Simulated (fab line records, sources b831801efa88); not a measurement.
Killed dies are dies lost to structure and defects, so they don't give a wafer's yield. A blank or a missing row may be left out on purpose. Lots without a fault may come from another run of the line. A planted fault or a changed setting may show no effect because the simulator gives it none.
A struck lot beside a sound one | flow sky130 | 36 steps out of a route of 708
Sound: wafers L827.1, L827.3, L827.5. Struck: wafers L812.1, L812.3, L812.6. The cause comes at the end.
At each step with rows: each side's tool, then ch and its chambers, then its first start. Under that, the readings that differ: sound wafers | struck wafers | difference of the means | sigmas: that difference in standard deviations of wafers without a fault.
alike: readings whose means differ by less than 2 such deviations, and words and numbers that are the same on both sides. not compared: withheld readings, readings that some wafer has no value for, bounds like >300 that may hide the same value, and numbers for which the record gives no deviation and whose values overlap.
The two part at a step that has a row with sigmas, a row that says differs or no value, or rows on one side only. Numbers that don't overlap but have no deviation are shown without sigmas and don't part them. A reading that every wafer of one side lacks parts them only if that side has two wafers or more.

first, 10 steps without rows for these wafers: SKY_GATE_OXIDE_COAT_05 (resist thk 1140 nm); SKY_GATE_OXIDE_SOFTBAKE_06 (time 60 s); SKY_GATE_OXIDE_EXPOSE_07 (exposes mask LVOM, target cd 600 nm); SKY_GATE_OXIDE_PEB_08; SKY_GATE_OXIDE_DEVELOP_09 (develop time 60 s); SKY_GATE_OXIDE_IMPLANT_11; SKY_GATE_OXIDE_WET_ETCH_12 (etches SiO2 in dHF, target depth 16.8 nm, time 336 s); SKY_GATE_OXIDE_STRIP_13 (strips in O2/N2); SKY_GATE_OXIDE_CLEAN_15 (cleans in SC1/SC2, time 150 s); SKY_GATE_OXIDE_OXIDATION_16 (stabilise 600 s, purge 300 s, target thk 3.57 nm).
SKY_POLY_GATE_CVD_00: deposits poly-Si, target thk 180 nm, time 720 s.
  sound on lpcvd-01 ch 1, day 21 10:29; struck on lpcvd-01 ch 1, day 15 17:56
  reading                                       | sound             | struck            | difference | sigmas
  spike_tc_centre_C (C)                         | 621.1 621.0 621.6 | 589.9 587.9 589.0 | -32.3      | -32
  spike_tc_lower_C (C)                          | 620.0 617.6 618.9 | 625.5 624.1 622.8 | +5.3       | +5
  spike_tc_upper_C (C)                          | 619.7 620.4 619.2 | 623.9 622.1 623.6 | +3.4       | +4
  zone_power_centre_pct (%)                     | 9.07 8.99 9.06    | 3.77 3.80 3.79    | -5.25      | -18
  zone_power_top_pct (%)                        | 22.0 21.7 21.6    | 21.3 20.6 21.1    | -0.8       | -2
  zone_power_upper_pct (%)                      | 7.9 7.7 7.8       | 10.1 10.1 10.1    | +2.3       | +7
  model.poly-Si_of_POLY_GATE_CVD_00.thk_nm (nm) | 179.5 178.1 178.7 | 146.6 157.7 175.1 | -19.0      |
  alike: spike_tc_bottom_C, zone_power_lower_pct
SKY_POLY_GATE_THK_MEAS_01:
  sound on film_metro-01, day 21 11:41; struck on film_metro-01, day 15 19:08
  reading                   | sound             | struck            | difference | sigmas
  POLY_GATE_CVD_00_THK (nm) | 179.4 178.0 178.8 | 146.5 157.8 175.1 | -18.9      | -13
then, 9 steps without rows for these wafers: SKY_RES_PROTECT_DEHYDRATE_00 (time 60 s); SKY_RES_PROTECT_HMDS_01 (prime time 60 s); SKY_RES_PROTECT_COAT_02 (resist thk 1140 nm); SKY_RES_PROTECT_SOFTBAKE_03 (time 60 s); SKY_RES_PROTECT_EXPOSE_04 (exposes mask RPM, target cd 1270 nm); SKY_RES_PROTECT_PEB_05; SKY_RES_PROTECT_DEVELOP_06 (develop time 60 s); SKY_POLY_GATE_IMPLANT_02; SKY_RES_PROTECT_STRIP_07 (strips in O2/N2).
SKY_RES_PROTECT_CLEAN_09: cleans in SC1/SC2, time 150 s.
  sound on wet_bench-03 ch 3, day 22 19:13; struck on wet_bench-04 ch 2, day 16 23:43
  reading                                       | sound           | struck            | difference | sigmas
  model.poly-Si_of_POLY_GATE_CVD_00.thk_nm (nm) | 178.8 177.4 178 | 145.9 157.1 174.5 | -18.9      |
then, 11 steps without rows for these wafers: SKY_POLY_GATE_CVD_03 (deposits Si3N4 from DCS/NH3, target thk 75 nm, time 1290 s); SKY_POLY_GATE_DEHYDRATE_05 (time 60 s); SKY_POLY_GATE_HMDS_06 (prime time 60 s); SKY_POLY_GATE_COAT_07 (resist thk 110 nm); SKY_POLY_GATE_COAT_08 (resist thk 450 nm); SKY_POLY_GATE_SOFTBAKE_09 (time 90 s); SKY_POLY_GATE_EXPOSE_10 (exposes mask P1M, target cd 150 nm); SKY_POLY_GATE_PEB_11; SKY_POLY_GATE_DEVELOP_12 (develop time 60 s); SKY_POLY_GATE_ETCH_15 (etches BARC in N2/H2, stops on SiO2, time 118.5 s, target depth 110 nm); SKY_POLY_GATE_ETCH_16 (etches Si3N4 in CH3F/O2, stops on poly-Si, time 147.5 s, target depth 75 nm).
SKY_POLY_GATE_ETCH_17: etches poly-Si in HBr/Cl2, stops on SiO2, target depth 180 nm, time 70.5 s.
  sound on rie_si-02 ch 0,3, day 24 03:50; struck on rie_si-02 ch 1,3, day 18 07:41
  reading                               | sound             | struck            | difference | sigmas
  oes_product_au (a.u.)                 | 0.965 0.990 0.970 | 0.858 0.906 0.965 | -0.065     | -7
  model.POLY_GATE.feature_depth_nm (nm) | 174.9 177.4 174.1 | 145.9 157.1 173.1 | -16.8      |
  model.etch.depth_nm (nm)              | 174.9 177.4 174.1 | 145.9 157.1 173.1 | -16.8      |
  alike: drypump_motor_current_A, throttle_valve_pct
  not compared: rf_hours_counter_h
then, 1 step without rows for these wafers: SKY_POLY_GATE_STRIP_18 (strips in O2/N2).
-- the record jumps here: 28 days lie between the struck wafers' starts before and after (it left off in module POLY_GATE and takes up again in module PAD_OPEN, whose first step shown is number 708 of the route) --
SKY_PAD_OPEN_PROBE_99:
  sound on prober-02, day 50 09:05; struck on prober-01, day 46 16:55
  reading                             | sound             | struck            | difference | sigmas
  killed_at_other                     | 4 1 0             | 0 0 1             | -1         | -2
  model.etest.res_high_po.line_ohm_um | 737.1 732.5 741.3 | 892.5 845 756.3   | +94.3      |
  model.etest.res_poly.line_ohm_um    | 510.8 482.9 498.7 | 579.1 585.1 522.2 | +64.7      |
  model.etest.tip_sonos.rs_ohm_sq     | 2760 2719 2736    | 2626 2600 2694    | -98        |
  model.etest.res_high_po.rs_ohm_sq   | 258.6 259.9 260.8 | 316.2 296.2 271.7 | +34.9      |
  model.etest.res_poly.rs_ohm_sq      | 46.81 47.55 47.81 | 58.93 54.39 50.04 | +7.06      |
  alike: killed_at_M0_to_M3, killed_at_M4_up, killed_at_contacts, killed_at_front_end, killed_dies, killed_open, killed_short
  not compared: model.etest.cap_li_to_poly.c_af_um2

WHERE THEY PART
First at SKY_POLY_GATE_CVD_00; last, within this record, at SKY_PAD_OPEN_PROBE_99.

WHY: what the simulator had put in
Process parameter drift: lpcvd-01, from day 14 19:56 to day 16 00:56, at SKY_POLY_GATE_CVD_00. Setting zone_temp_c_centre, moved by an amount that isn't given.
